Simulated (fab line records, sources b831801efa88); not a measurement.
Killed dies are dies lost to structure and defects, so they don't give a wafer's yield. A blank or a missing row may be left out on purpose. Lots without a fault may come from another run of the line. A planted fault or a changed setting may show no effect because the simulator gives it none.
Problem report in the 8D (eight disciplines) form, filled by code | flow gf180mcu | the parts of the form that need people (team, actions taken, sign-off) are left out

1. THE PROBLEM
NSD_RS at GF_PSD_RS_MEAS_14 reads a mean of 45.30 ohm/sq on 6 wafers of 2 lots; wafers without a fault read 46.12 ohm/sq with a standard deviation of 0.14. That is -5.9 standard deviations from the usual mean.
The step: measures by four-point-probe.
First seen on wafer L840.1, day 18 09:53, on film_metro-01. The record holds 36 wafers of 12 lots with a number at this step. Rule for "out", or "out of limits": more than 4 standard deviations from the usual mean. The other wafers with a number count as sound.

2. WHAT IT IS AND WHAT IT IS NOT
question                    | is                           | is not
which readings at this step | NSD_RS                       | -
which lots                  | L840, L842                   | L829, L830, L831, L836, L841, L846, L847, L849, L850, L851
which wafers of those lots  | all that have a number       | -
read on which gauges        | film_metro-01, film_metro-03 | film_metro-02
when                        | from day 18 09:53            | up to then (12 sound wafers); but 18 sound wafers of L841, L846, L847, L849, L850, L851 came after

3. SUSPECTS, AND WHAT RULES EACH OUT
Counting: a tool at a process step up to the reading stays a suspect if it ran every lot that is out and no sound lot after the first of them.
- the gauge at GF_PSD_RS_MEAS_14: ruled out. The wafers that are out were read on 2 gauges (film_metro-01, film_metro-03).
- plasma_asher-01 at GF_HV_LDD_STRIP_37 (strips in O2/N2): ruled out as a lasting fault. Sound lots L847, L850 ran on it after its first lot that is out, L840 (day 15 07:35).
- rtp_anneal-01 at GF_PSD_RTA_13 (time 20 s): ruled out as a lasting fault. Sound lots L850 ran on it after its first lot that is out, L840 (day 18 09:47).
Left after counting: nothing in the record.

4. THE CAUSE (what the simulator had put in)
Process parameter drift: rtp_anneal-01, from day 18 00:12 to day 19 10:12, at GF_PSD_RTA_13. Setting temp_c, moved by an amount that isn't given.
Counting ruled it out, wrongly: the rule takes a fault to strike every lot that its tool runs from its start on, and this one did not.

5. THE CHAIN OF EFFECTS, in route order
Each row: a reading whose mean over the struck wafers that have a number lies more than 3 standard deviations from the usual. Only readings for which the record gives a usual standard deviation are gone through. hours: the time from each lot's start at the first step in this table that gives one to its start at this step, as a median over the lots. sigmas: the change in usual standard deviations.
hours | step              | reading          | usual        | on struck wafers | change | sigmas
0     | GF_PSD_RTA_13     | wafer_temp_C_max | 1030.4       | 1036.8           | +6.4   | +5.8
0     | GF_PSD_RS_MEAS_14 | NSD_RS           | 46.12 ohm/sq | 45.30            | -0.82  | -5.9
0     | GF_PSD_RS_MEAS_15 | PSD_RS           | 108.5 ohm/sq | 105.3            | -3.2   | -8.1
The process steps in it:
- GF_PSD_RTA_13: time 20 s.

6. WHAT WOULD HAVE CAUGHT IT SOONER
In this record the first reading out of limits at a measuring or inspecting step was taken at day 18 09:53, 10 hours after the fault began at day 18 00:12.
The tool's own readings at GF_PSD_RTA_13 were out on every struck wafer that the step has a row for (wafer_temp_C_max): an alarm limit on them would have fired on the first of those.
